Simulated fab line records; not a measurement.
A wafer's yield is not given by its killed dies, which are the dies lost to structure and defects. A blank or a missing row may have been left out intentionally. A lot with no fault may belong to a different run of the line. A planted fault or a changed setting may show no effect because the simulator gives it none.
Matching of chambers + flow sky130 + SKY_POLY_GATE_ETCH_17 on rie_si-01 has 4 sister chambers
The step etches poly-Si in HBr/Cl2, stops on SiO2, target depth 180 nm, time 70.5 s. 16 wafers are shown with their chamber, then 8 later ones without.

EACH WAFER AND ITS CHAMBER
| wafer  | chamber | drypump_motor_current_A (A) | throttle_valve_pct (%) | oes_product_au (a.u.) |
|--------|---------|-----------------------------|------------------------|-----------------------|
| L482.1 | 2       | 5.8                         | 33.686                 | 0.986                 |
| L482.4 | 1       | 5.6                         | 33.681                 | 0.994                 |
| L482.6 | 2       | 5.8                         | 33.701                 | 0.996                 |
| L488.1 | 3       | 6.1                         | 33.686                 | 0.990                 |
| L488.5 | 1       | 5.6                         | 33.689                 | 0.992                 |
| L488.6 | 2       | 5.8                         | 33.693                 | 0.991                 |
| L493.1 | 1       | 5.6                         | 33.688                 | 0.988                 |
| L493.3 | 2       | 5.8                         | 33.688                 | 0.981                 |
| L493.5 | 3       | 6.1                         | 33.683                 | 0.986                 |
| L497.2 | 1       | 5.6                         | 33.682                 | 0.998                 |
| L497.5 | 2       | 5.8                         | 33.692                 | 0.986                 |
| L497.6 | 3       | 6.2                         | 33.680                 | 0.984                 |
| L499.1 | 0       | 5.9                         | 33.693                 | 0.987                 |
| L499.3 | 1       | 5.6                         | 33.699                 | 0.983                 |
| L499.5 | 3       | 6.1                         | 33.681                 | 0.991                 |
| L501.3 | 1       | 5.6                         | 33.701                 | 0.994                 |

SIGNATURES (averages over the wafers above)
| reading                 | chamber 0 | chamber 1 | chamber 2 | chamber 3 | scatter within a chamber |
|-------------------------|-----------|-----------|-----------|-----------|--------------------------|
| drypump_motor_current_A | 5.900     | 5.600     | 5.800     | 6.125     | 0.025                    |
| throttle_valve_pct      | 33.69300  | 33.69000  | 33.69200  | 33.68250  | 0.0065                   |
| oes_product_au          | 0.98700   | 0.99150   | 0.98800   | 0.98775   | 0.00502                  |
Rule: for each reading, subtract the chamber's mean from the wafer's reading, divide by that reading's scatter and square the result; add these up over the readings and take the root, which gives the wafer's distance from the chamber. If the next closest chamber is less than 2 further off than the closest, the wafer can't be placed; otherwise it belongs to the closest. The scatter: the root of (the sum of the squares of (reading less its chamber's mean) over the shown wafers, divided by (wafers less chambers)).

WAFERS WITH NO CHAMBER GIVEN
| wafer  | drypump_motor_current_A (A) | throttle_valve_pct (%) | oes_product_au (a.u.) |
|--------|-----------------------------|------------------------|-----------------------|
| L501.5 | 5.6                         | 33.684                 | 0.992                 |
| L501.6 | 5.9                         | 33.690                 | 0.992                 |
| L503.2 | 5.8                         | 33.690                 | 0.986                 |
| L503.4 | 6.1                         | 33.680                 | 1.000                 |
| L503.5 | 6.1                         | 33.669                 | 0.987                 |
| L505.3 | 6.3                         | 33.668                 | 0.984                 |
| L505.5 | 6.2                         | 33.682                 | 0.988                 |
| L505.6 | 5.9                         | 33.681                 | 0.989                 |

THE CHAMBER EACH PASSED THROUGH
| wafer  | from the rows above | in truth |
|--------|---------------------|----------|
| L501.5 | 1                   | 1        |
| L501.6 | 0                   | 0        |
| L503.2 | 2                   | 2        |
| L503.4 | 3                   | 3        |
| L503.5 | 3                   | 3        |
| L505.3 | 3                   | 3        |
| L505.5 | 3                   | 3        |
| L505.6 | 0                   | 0        |
8 of 8 placed correctly. Left unplaced by these rows: 0. 0 placed wrongly.
